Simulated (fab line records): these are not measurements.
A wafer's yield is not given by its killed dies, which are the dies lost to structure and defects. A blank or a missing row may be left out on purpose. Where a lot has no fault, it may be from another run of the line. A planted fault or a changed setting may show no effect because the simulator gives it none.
A struck lot beside a sound one || flow sky130 || 16 steps out of a route of 708
Sound: wafers L235.1, L235.3, L235.4. Struck: wafers L241.3, L241.5 (left out: L241.4, a lot-mate that was not struck); the cause follows at the end.
Order at every step that has rows: each side's tool, ch and its chambers, its first start. Under that, the readings that differ: sound wafers || struck wafers || difference of the means || sigmas: that difference in standard deviations of wafers without a fault.
alike: readings whose means differ by less than 2 such deviations, and words and numbers that are the same on both sides. not compared: withheld readings, readings that some wafer has no value for, bounds like >300 that may hide the same value, and numbers for which the record gives no deviation and whose values overlap.
The two part at a step that has a row with sigmas, a row that says differs or no value, or rows on one side only. Numbers that don't overlap but have no deviation are shown without sigmas and don't part them. Lack of a reading on every wafer of one side parts them only where that side has two or more wafers.

first, 2 steps without rows for these wafers: SKY_METAL4_PEB_11; SKY_METAL4_DEVELOP_12 (develop time 60 s).
SKY_METAL4_CD_MEAS_13: the cd target is 300 nm.
  sound on cd-sem-02, day 43 16:35; struck on cd-sem-01, day 44 19:47
  alike: cd-nm
SKY_METAL4_OVL_MEAS_14:
  sound on overlay-01, day 43 16:43; struck on overlay-02, day 44 19:52
  alike: METAL4_OVL
SKY_METAL4_DESCUM_15: chemistry O2, time 8 s.
  sound on rie-metal-03 ch 0,1, day 43 16:44; struck on rie-metal-02 ch 0,1, day 44 19:54
  alike: drypump-motor-current-A, oes-product-au
  not compared: rf-hours-counter-h
SKY_METAL4_ETCH_16: etches BARC in N2/H2, stops on SiO2, time 88.2 s, target depth 60 nm.
  sound on rie-metal-03 ch 0,1, day 43 16:46; struck on rie-metal-02 ch 0,1, day 44 19:58
  alike: drypump-motor-current-A, oes-product-au, throttle-valve-pct
  not compared: rf-hours-counter-h
SKY_METAL4_ETCH_17: etches SiO2 in C4F8/O2/Ar, stops on TiN, time 3.9 s, target depth 15 nm.
  sound on rie-diel-03 ch 0,2,3, day 43 16:52; struck on rie-diel-03 ch 1, day 44 20:01
  alike: oes-product-au
  not compared: rf-hours-counter-h
SKY_METAL4_METAL_ETCH_18: etches the open film in Cl2/BCl3, stops on SiO2, target depth 845 nm, time 183.1 s.
  sound on rie-metal-02 ch 0,1, day 43 16:53; struck on rie-metal-03 ch 1, day 44 20:06
  alike: drypump-motor-current-A, oes-product-au, throttle-valve-pct
  not compared: rf-hours-counter-h
then, 4 steps without rows for these wafers: SKY_METAL4_STRIP_19 (strips in O2/N2); SKY_METAL4_STRIP_20 (strips in post etch residue remover, time 1200 s); SKY_METAL4_CLEAN_21 (cleans in IPA, time 180 s); SKY_METAL4_CLEAN_22 (cleans in O3/DIW).
SKY_VIA4_HDPCVD_00: deposits SiO2, target thk 1750 nm, time 291.7 s.
  sound on hdpcvd-01 ch 0,1, day 43 17:40; struck on hdpcvd-01 ch 0, day 44 20:49
{"reading": "run-length-s (s)", "sound": "320.4 319.2 318.8", "struck": "341.0 341.7", "difference": "+21.9", "sigmas": "+30"}
{"reading": "model.SiO2_of_VIA4_HDPCVD_00.thk-nm (nm)", "sound": "1780 1732 1744", "struck": "1875 1897", "difference": "+134", "sigmas": ""}
  alike: susceptor-temp-C
SKY_VIA4_THK_MEAS_01:
  sound on film-metro-04, day 43 17:50; struck on film-metro-03, day 44 21:14
{"reading": "VIA4_HDPCVD_THK (nm)", "sound": "1780 1733 1743", "struck": "1875 1896", "difference": "+134", "sigmas": "+7"}
  not compared: hold
SKY_VIA4_CMP_02: polishes SiO2.
  sound on cmp-01 ch 0,1,2, day 43 17:54; struck on cmp-02 ch 0,2, day 45 00:51
{"reading": "hold", "sound": "- - -", "struck": "await-dispo/3.6h/release await-dispo/3.6h/release", "difference": "no value on the sound wafers", "sigmas": ""}
  alike: motor-current-A, retaining-ring-pressure-frac
-- the record jumps here: 3 days lie between the struck wafers' starts before and after (it left off in module VIA4 and takes up again in module PAD_OPEN, whose first step shown is number 708 of the route) --
SKY_PAD_OPEN_PROBE_99:
  sound on prober-02, day 47 11:33; struck on prober-01, day 48 12:16
  alike: defect-limited-yield, killed_at_M0_to_M3, killed_at_M4_up, killed-at-contacts, killed-at-front-end, killed-at-other, killed-dies, killed-open, killed-short, sort_bin_3_pad_short, sort_bin_5_function, sort_bin_6_memory, sort-n-pass, sort-yield-pct

WHERE THEY PART
First at SKY_VIA4_HDPCVD_00; last, within this record, at SKY_VIA4_CMP_02. Later steps at which nothing parts them and some readings are alike: SKY_PAD_OPEN_PROBE_99.

WHY: what the simulator had put in
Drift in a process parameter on hdpcvd-01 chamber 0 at SKY_VIA4_HDPCVD_00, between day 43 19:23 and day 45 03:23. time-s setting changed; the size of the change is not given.
